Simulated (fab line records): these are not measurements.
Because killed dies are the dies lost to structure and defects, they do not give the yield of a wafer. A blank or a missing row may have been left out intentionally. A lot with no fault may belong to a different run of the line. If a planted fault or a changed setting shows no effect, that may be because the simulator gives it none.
fab line records	flow sky130
[record] lots = 14	wafers = 42	last-day = 50
route steps=708 shown VT_ADJUST_HVTR@135 LDD_HVN@276 CONTACT@411
lots that met no fault: taken from a fault-free run of the same line
start-h: the number of hours between the record's first day and the start of the first shown wafer of the lot	wait-h: hours since the lot's step before	" repeats the value in the row above	L1.1+2: a single row standing in for several wafers	- no value present, or no start provided	* or withheld: withheld	< > ~ a bound
route shown NAME@n: NAME is a module with steps in the file, n the number in the route of the first one	usual: mean/standard deviation taken from wafers without a fault	same: alike in all rows	chamber/n: place in a boat	sites: each site's reading	_std_site: their standard deviation	_edge_site: the outer-site mean with the inner-site mean subtracted	radius-mm: how far each site lies from the wafer's centre	mask NAME#n: copy n	behind: the most recent tool/chamber to have shaped the wafer	hold: the reason the lot was held/the length of the hold in hours/how it ended	device: whichever transistor did not switch (one of n, p or np)	end of line: tests run on the same wafers once the route is complete	a step with no rows: only its recipe	killed: at the first sort, the dies lost to defects and structure; wafer yield is something else	map: shows each die of a wafer: x if killed, . if not, _ if none is there
set.NAME: the setting as run; set.NAME@STEP: as run at that earlier step	model.NAME: the simulator's own value behind a step, which no gauge read
one table for each step of the route and one row for each wafer, over a sample of lots
services: when a tool's chamber went out of use (start-h, in hours from the record's first day, below 0 if earlier), for how many hours, and the reason
[[steps]]
[step SKY_VT_ADJUST_HVTR_EXPOSE_04]
[recipe] mask-id = HVTRM	target-cd-nm = 380	na = 0.6	source-shape = conventional	sigma-outer = 0.6	dose-mj = 150
[usual] exposure-dose-mJ-cm2 = 149.99/0.15	focus-offset-nm = 0.0/0.46
lot.wafer	tool	chamber	start-h	wait-h	mask	exposure-dose-mJ-cm2	focus-offset-nm
L299.1	iline-stepper-02	0	196.14	-	HVTRM#0	149.96	0.3
L299.3	"	0	"	"	HVTRM#0	149.97	0.1
L299.6	"	0	"	"	HVTRM#0	149.86	-0.7
L300.2	iline-stepper-02	0	201.59	-	HVTRM#0	149.93	0.0
L300.5	"	0	"	"	HVTRM#0	149.94	0.1
L300.6	"	0	"	"	HVTRM#0	149.78	0.0
L301.2	iline-stepper-01	0	208.73	-	HVTRM#0	150.18	0.0
L301.3	"	0	"	"	HVTRM#0	150.13	0.4
L301.4	"	0	"	"	HVTRM#0	150.08	0.8
L302.3	iline-stepper-01	0	215.60	-	HVTRM#0	150.15	0.1
L302.5	"	0	"	"	HVTRM#0	150.00	0.3
L302.6	"	0	"	"	HVTRM#0	150.21	-0.4
L304.1	iline-stepper-01	0	228.66	-	HVTRM#0	149.89	-0.1
L304.3	"	0	"	"	HVTRM#0	149.75	0.2
L304.5	"	0	"	"	HVTRM#0	149.61	0.3
L305.3	iline-stepper-01	0	239.71	-	HVTRM#0	150.15	-0.4
L305.4	"	0	"	"	HVTRM#0	150.13	-0.9
L305.5	"	0	"	"	HVTRM#0	149.98	0.3
L306.2	iline-stepper-02	0	247.16	-	HVTRM#0	150.12	0.0
L306.4	"	0	"	"	HVTRM#0	150.05	-0.2
L306.5	"	0	"	"	HVTRM#0	149.83	-0.4
L307.2	iline-stepper-01	0	251.89	-	HVTRM#0	149.86	0.5
L307.3	"	0	"	"	HVTRM#0	149.80	0.1
L307.6	"	0	"	"	HVTRM#0	149.74	0.1
L309.1	iline-stepper-01	0	265.86	-	HVTRM#0	150.17	-0.4
L309.2	"	0	"	"	HVTRM#0	150.00	0.2
L309.3	"	0	"	"	HVTRM#0	149.91	-0.6
L311.1	iline-stepper-02	0	280.49	-	HVTRM#0	149.93	-0.3
L311.3	"	0	"	"	HVTRM#0	150.16	0.6
L311.5	"	0	"	"	HVTRM#0	150.03	0.0
L313.1	iline-stepper-01	0	294.44	-	HVTRM#0	149.68	-0.1
L313.2	"	0	"	"	HVTRM#0	150.04	1.1
L313.6	"	0	"	"	HVTRM#0	149.87	-0.2
L319.1	iline-stepper-02	-	343.07	-	HVTRM#0	-	-
L319.2	"	-	"	"	HVTRM#0	-	-
L319.6	"	-	"	"	HVTRM#0	-	-
L320.2	iline-stepper-02	-	348.33	-	HVTRM#0	-	-
L320.4	"	-	"	"	HVTRM#0	-	-
L320.6	"	-	"	"	HVTRM#0	-	-
L322.1	iline-stepper-01	0	361.79	-	HVTRM#0	150.15	1.0
L322.2	"	0	"	"	HVTRM#0	150.42	0.0
L322.6	"	0	"	"	HVTRM#0	150.08	0.5
[step SKY_LDD_HVN_STRIP_09]
[recipe] chemistry = O2/N2	power-w = 1400	pressure-mtorr = 1500	platen-temp-c = withheld	o2-flow-sccm = 3000	n2-flow-sccm = 300	overash-fraction = 0.5
[usual] chamber-pressure-mTorr = 1499.9/1.5	drypump-motor-current-A = 5.9/0.31	oes-product-au = 0.409/0.0046	strip-time-to-endpoint-s = 4.131/0.014
lot.wafer	tool	chamber	start-h	wait-h	chamber-pressure-mTorr	drypump-motor-current-A	oes-product-au	rf-hours-counter-h	strip-time-to-endpoint-s
L299.1	plasma-asher-03	1	471.50	0.1	1498.5	6.0	0.417	64	4.120
L299.3	"	1	"	"	1501.1	5.9	0.411	-	4.115
L299.6	"	1	"	"	1499.6	5.9	0.405	-	4.109
L300.2	plasma-asher-01	0	472.05	0.1	1499.7	6.2	0.413	37	4.111
L300.5	"	1	"	"	1499.2	5.4	0.411	-	4.135
L300.6	"	0	"	"	1500.7	6.2	0.409	-	4.121
L301.2	plasma-asher-01	1	488.60	0.1	1501.3	5.4	0.408	39	4.131
L301.3	"	1	"	"	1499.4	5.4	0.407	-	4.125
L301.4	"	0	"	"	1497.2	6.2	0.407	-	4.153
L302.3	plasma-asher-01	0	492.58	0.1	1499.1	6.3	0.402	-	4.106
L302.5	"	0	"	"	1501.6	6.2	0.413	-	4.117
L302.6	"	1	"	"	1499.3	5.4	0.413	-	4.139
L304.1	plasma-asher-03	0	514.84	0.1	1499.4	5.6	0.402	69	4.127
L304.3	"	0	"	"	1501.4	5.6	0.409	-	4.151
L304.5	"	1	"	"	1500.8	6.0	0.411	-	4.137
L305.3	plasma-asher-03	1	526.09	0.1	1499.7	5.9	0.413	-	4.122
L305.4	"	0	"	"	1496.7	5.6	0.414	-	4.119
L305.5	"	0	"	"	1501.5	5.6	0.411	-	4.135
L306.2	plasma-asher-03	1	536.05	0.1	1499.1	6.0	0.412	71	4.126
L306.4	"	1	"	"	1501.1	6.0	0.414	-	4.122
L306.5	"	1	"	"	1500.7	6.0	0.411	-	4.116
L307.2	plasma-asher-03	0	539.95	0.1	1500.2	5.6	0.409	72	4.123
L307.3	"	0	"	"	1500.4	5.6	0.409	-	4.123
L307.6	"	0	"	"	1498.0	5.6	0.411	-	4.121
L309.1	plasma-asher-01	0	556.44	0.1	1500.4	6.3	0.409	46	4.117
L309.2	"	1	"	"	1500.0	5.4	0.403	46	4.142
L309.3	"	0	"	"	1502.1	6.3	0.403	-	4.126
L311.1	plasma-asher-04	0	575.44	0.1	1499.0	6.1	0.416	80	4.117
L311.3	"	0	"	"	1499.9	6.1	0.417	-	4.131
L311.5	"	1	"	"	1499.0	6.0	0.415	-	4.133
L313.1	plasma-asher-01	0	589.15	0.1	1498.4	6.2	0.402	50	4.125
L313.2	"	1	"	"	1499.1	5.4	0.409	50	4.129
L313.6	"	1	"	"	1500.6	5.5	0.406	-	4.135
L319.1	plasma-asher-01	1	641.39	0.1	1499.0	5.4	0.402	55	4.141
L319.2	"	0	"	"	1499.5	6.2	0.413	55	4.148
L319.6	"	0	"	"	1502.1	6.3	0.416	-	4.130
L320.2	plasma-asher-03	1	649.15	0.1	1501.2	6.0	0.409	81	4.134
L320.4	"	1	"	"	1498.0	6.0	0.407	-	4.133
L320.6	"	0	"	"	1502.3	5.6	0.410	-	4.147
L322.1	plasma-asher-03	1	665.30	0.1	1502.0	5.9	0.408	83	4.120
L322.2	"	0	"	"	1498.7	5.6	0.410	83	4.113
L322.6	"	1	"	"	1498.8	6.0	0.410	-	4.122
[step SKY_CONTACT_BOW_MEAS_05]
[recipe] mode = bow
[usual] CONTACT_BOW = 82/7.6
lot.wafer	tool	chamber	start-h	wait-h	CONTACT_BOW[um]
L299.1	film-metro-04	-	717.16	0.1	88
L299.3	"	-	"	"	86
L299.6	"	-	"	"	91
L300.2	film-metro-02	-	719.15	0.1	90
L300.5	"	-	"	"	84
L300.6	"	-	"	"	87
L301.2	film-metro-02	-	732.34	0.2	86
L301.3	"	-	"	"	82
L301.4	"	-	"	"	76
L302.3	film-metro-04	-	736.31	0.1	74
L302.5	"	-	"	"	78
L302.6	"	-	"	"	80
L304.1	film-metro-03	-	754.59	0.2	81
L304.3	"	-	"	"	86
L304.5	"	-	"	"	70
L305.3	film-metro-03	-	771.27	0.1	86
L305.4	"	-	"	"	78
L305.5	"	-	"	"	84
L306.2	film-metro-03	-	776.86	0.1	80
L306.4	"	-	"	"	86
L306.5	"	-	"	"	73
L307.2	film-metro-02	-	778.29	0.2	84
L307.3	"	-	"	"	63
L307.6	"	-	"	"	71
L309.1	film-metro-03	-	797.22	0.2	78
L309.2	"	-	"	"	69
L309.3	"	-	"	"	90
L311.1	film-metro-03	-	808.45	0.1	108
L311.3	"	-	"	"	87
L311.5	"	-	"	"	85
L313.1	film-metro-03	-	824.36	0.2	93
L313.2	"	-	"	"	82
L313.6	"	-	"	"	82
L319.1	film-metro-02	-	868.94	0.1	89
L319.2	"	-	"	"	89
L319.6	"	-	"	"	83
L320.2	film-metro-04	-	878.57	0.3	86
L320.4	"	-	"	"	83
L320.6	"	-	"	"	81
L322.1	film-metro-02	-	891.42	0.1	81
L322.2	"	-	"	"	86
L322.6	"	-	"	"	79
[step SKY_CONTACT_ETCH_18]
[recipe] target = Si3N4	chemistry = CHF3/O2	stop-on = TiN	source-w = 600	bias-w = 200	pressure-mtorr = 40	chf3-flow-sccm = 50	O2_flow_sccm = 5	time-s = 39	target-depth-a = 750
[usual] bias-w = 200.0/0.61	chamber-pressure-mTorr = 40.00/0.035	drypump-motor-current-A = 5.6/0.47	oes-product-au = 0.855/0.0068	throttle-valve-pct = 8.793/0.0082
lot.wafer	tool	chamber	start-h	wait-h	bias-w	chamber-pressure-mTorr	drypump-motor-current-A	oes-product-au	rf-hours-counter-h	throttle-valve-pct
L299.1	rie-diel-02	1	-	-	199.6	39.92	5.6	0.846	9	8.798
L299.3	"	0	"	"	200.2	40.01	5.0	0.849	48	8.790
L299.6	"	1	"	"	199.1	39.97	5.6	0.854	-	8.804
L300.2	rie-diel-03	3	-	-	199.2	39.99	5.6	0.854	2	8.790
L300.5	"	2	"	"	199.5	40.01	5.8	0.864	-	8.782
L300.6	"	3	"	"	199.7	39.99	5.6	0.854	-	8.786
L301.2	rie-diel-04	3	-	-	199.8	40.03	5.9	0.846	43	8.788
L301.3	"	1	"	"	200.7	39.95	6.3	0.844	6	8.790
L301.4	"	2	"	"	200.5	40.00	5.7	0.859	2	8.777
L302.3	rie-diel-03	1	-	-	199.8	39.97	5.0	0.863	9	8.798
L302.5	"	2	"	"	199.4	40.04	5.9	0.856	-	8.798
L302.6	"	1	"	"	199.6	39.98	5.0	0.856	-	8.796
L304.1	rie-diel-02	1	-	-	200.4	40.03	5.6	0.850	10	8.797
L304.3	"	0	"	"	200.1	40.02	5.0	0.844	0	8.792
L304.5	"	3	"	"	200.0	39.99	6.4	0.860	-	8.789
L305.3	rie-diel-03	2	-	-	200.3	39.98	5.9	0.857	22	8.799
L305.4	"	3	"	"	200.2	40.00	5.5	0.860	3	8.790
L305.5	"	2	"	"	200.2	40.02	5.8	0.849	-	8.801
L306.2	rie-diel-03	3	-	-	199.9	40.03	5.6	0.863	3	8.778
L306.4	"	0	"	"	200.5	40.03	5.0	0.862	16	8.804
L306.5	"	1	"	"	200.4	39.99	5.0	0.864	-	8.790
L307.2	rie-diel-02	0	-	-	200.1	39.96	5.1	0.843	1	8.801
L307.3	"	3	"	"	199.5	40.03	6.4	0.857	25	8.802
L307.6	"	0	"	"	199.8	40.01	5.0	0.856	-	8.788
L309.1	rie-diel-04	1	-	-	200.2	39.98	6.3	0.860	9	8.785
L309.2	"	0	"	"	200.9	40.00	5.7	0.859	11	8.788
L309.3	"	3	"	"	200.3	40.08	5.9	0.849	1	8.788
L311.1	rie-diel-04	3	-	-	199.9	40.00	5.9	0.862	1	8.802
L311.3	"	2	"	"	199.8	39.98	5.7	0.860	5	8.788
L311.5	"	1	"	"	199.4	40.00	6.3	0.867	-	8.793
L313.1	rie-diel-02	1	-	-	199.7	39.95	5.6	0.862	12	8.796
L313.2	"	0	"	"	200.3	39.95	5.0	0.854	3	8.783
L313.6	"	0	"	"	199.1	39.91	5.1	0.860	-	8.796
L319.1	rie-diel-04	0	-	-	199.7	40.04	5.7	0.848	13	8.794
L319.2	"	2	"	"	199.5	39.99	5.7	0.851	7	8.794
L319.6	"	3	"	"	199.9	40.00	5.9	0.856	-	8.799
L320.2	rie-diel-02	3	-	-	200.0	40.01	6.4	0.844	1	8.789
L320.4	"	2	"	"	199.9	39.97	5.1	0.848	10	8.796
L320.6	"	1	"	"	200.3	39.98	5.6	0.859	-	8.794
L322.1	rie-diel-02	1	-	-	199.5	39.99	5.6	0.846	15	8.789
L322.2	"	3	"	"	199.0	40.09	6.4	0.842	1	8.796
L322.6	"	2	"	"	199.1	40.02	5.1	0.851	-	8.783
[[services]]
tool	chamber	start-h	hours	kind
rie-diel-02	-	186.93	14.6	pm
rie-diel-02	3	196.83	5.8	repair
iline-stepper-02	-	221.24	1.7	pm
iline-stepper-02	-	231.04	0.5	repair
plasma-asher-03	-	243.60	2.8	pm
iline-stepper-02	-	251.30	0.8	repair
iline-stepper-02	-	266.93	2.4	repair
rie-diel-02	-	279.51	0.3	repair
plasma-asher-03	-	286.62	5.5	repair
plasma-asher-03	-	353.31	1.8	repair
plasma-asher-03	-	357.79	8.6	repair
iline-stepper-01	-	375.59	1.7	pm
iline-stepper-01	-	449.94	2.1	pm
plasma-asher-03	-	555.24	14.6	pm
iline-stepper-01	-	589.29	4.2	repair
iline-stepper-01	-	593.77	1.7	pm
plasma-asher-03	-	666.57	2.0	repair
plasma-asher-03	-	686.33	1.7	repair
iline-stepper-01	-	692.26	6.7	repair
iline-stepper-01	-	703.37	4.4	pm
iline-stepper-01	-	709.06	2.8	repair
iline-stepper-01	-	811.95	1.7	pm
plasma-asher-03	-	829.52	4.3	pm
iline-stepper-01	-	867.81	29.8	repair
[[key]]
[first-sign] step = SKY_VT_ADJUST_HVTR_EXPOSE_04	reading = tool-record	direction = missing
effect none on later readings
met-at SKY_VT_ADJUST_HVTR_EXPOSE_04
struck-lots L319,L320
sort-left-out L319.1,L319.2,L319.6,L320.2,L320.4,L320.6
tester-left-out L319,L320
not-acting-at SKY_LDD_HVN_STRIP_09,SKY_CONTACT_BOW_MEAS_05,SKY_CONTACT_ETCH_18
onset-between 280.49 343.07
[fault] kind = skipped-step-whole	tool = iline-stepper-02	chamber = -	onset-h = 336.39	steps = SKY_VT_ADJUST_HVTR_EXPOSE_04	scope = struck-lots-only
// tester-left-out: of these lots the tester's yield and bins aren't shown, on N5 and GAA mostly nor the transistor test; their killed dies are dies lost to structure and defects alone, not to doping, threshold or leakage, so they don't give the yield
// sort-left-out: the simulated sort isn't trusted on such a fault, so these wafers' sort isn't shown, and their yield isn't known
